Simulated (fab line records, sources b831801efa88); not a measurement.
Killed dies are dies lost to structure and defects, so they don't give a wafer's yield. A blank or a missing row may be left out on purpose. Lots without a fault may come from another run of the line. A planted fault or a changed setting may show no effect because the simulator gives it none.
Chamber matching | flow gf180mcu | GF_V3_ETCH_16 on rie_diel-03: 4 sister chambers
The step etches BARC in N2/H2. 20 wafers are shown with their chamber, then 10 later ones without.

WAFERS WITH THEIR CHAMBER
wafer  | chamber | drypump_motor_current_A (A) | oes_product_au (a.u.) | throttle_valve_pct (%)
L074.1 | 1       | 5.6                         | 0.864                 | 13.235
L074.5 | 2       | 5.6                         | 0.863                 | 13.216
L074.6 | 3       | 5.4                         | 0.852                 | 13.220
L080.1 | 0       | 5.6                         | 0.864                 | 13.226
L080.5 | 0       | 5.5                         | 0.856                 | 13.225
L080.6 | 3       | 5.4                         | 0.865                 | 13.236
L086.1 | 2       | 5.6                         | 0.852                 | 13.232
L086.3 | 1       | 5.6                         | 0.847                 | 13.225
L086.6 | 1       | 5.6                         | 0.857                 | 13.236
L087.1 | 3       | 5.5                         | 0.856                 | 13.220
L087.3 | 2       | 5.6                         | 0.863                 | 13.236
L087.4 | 1       | 5.6                         | 0.859                 | 13.227
L088.2 | 3       | 5.4                         | 0.864                 | 13.222
L088.3 | 2       | 5.6                         | 0.856                 | 13.224
L088.6 | 0       | 5.6                         | 0.862                 | 13.208
L090.1 | 2       | 5.6                         | 0.860                 | 13.235
L090.2 | 0       | 5.6                         | 0.859                 | 13.230
L090.6 | 1       | 5.6                         | 0.853                 | 13.221
L092.1 | 3       | 5.5                         | 0.859                 | 13.230
L092.2 | 1       | 5.6                         | 0.852                 | 13.228

SIGNATURES (means of the wafers above)
reading                 | chamber 0 | chamber 1 | chamber 2 | chamber 3 | scatter within a chamber
drypump_motor_current_A | 5.575     | 5.600     | 5.600     | 5.440     | 0.0349
oes_product_au          | 0.86025   | 0.85533   | 0.85880   | 0.85920   | 0.00515
throttle_valve_pct      | 13.22225  | 13.22867  | 13.22860  | 13.22560  | 0.00768
Rule: a wafer's distance from a chamber is the root of the sum, over the readings, of the square of ((its reading less the chamber's mean) divided by the reading's scatter). The wafer belongs to the nearest chamber; if the next one is less than 2 further off, it can't be placed. The scatter: the root of (the sum of the squares of (reading less its chamber's mean) over the shown wafers, divided by (wafers less chambers)).

WAFERS WITHOUT THEIR CHAMBER
wafer  | drypump_motor_current_A (A) | oes_product_au (a.u.) | throttle_valve_pct (%)
L092.6 | 5.6                         | 0.852                 | 13.223
L094.3 | 5.6                         | 0.854                 | 13.223
L094.4 | 5.6                         | 0.862                 | 13.222
L094.6 | 5.6                         | 0.854                 | 13.230
L095.2 | 5.6                         | 0.852                 | 13.237
L095.3 | 5.6                         | 0.855                 | 13.215
L095.6 | 5.6                         | 0.855                 | 13.219
L097.1 | 5.5                         | 0.856                 | 13.223
L097.4 | 5.6                         | 0.854                 | 13.232
L097.6 | 5.6                         | 0.855                 | 13.218

WHICH CHAMBER EACH WENT THROUGH
wafer  | from the rows above               | in truth
L092.6 | can't be placed: 1 or 2 or 0      | 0
L094.3 | can't be placed: 1 or 2 or 0      | 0
L094.4 | can't be placed: 0 or 2 or 1      | 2
L094.6 | can't be placed: 1 or 2 or 0      | 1
L095.2 | can't be placed: 1 or 2 or 0      | 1
L095.3 | can't be placed: 0 or 1 or 2      | 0
L095.6 | can't be placed: 1 or 0 or 2      | 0
L097.1 | can't be placed: 3 or 0 or 1 or 2 | 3
L097.4 | can't be placed: 1 or 2 or 0      | 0
L097.6 | can't be placed: 0 or 1 or 2      | 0
Placed correctly: 0 of 10. Can't be placed from these rows: 10 (the true chamber is among the candidates in 10). Placed wrongly: 0.
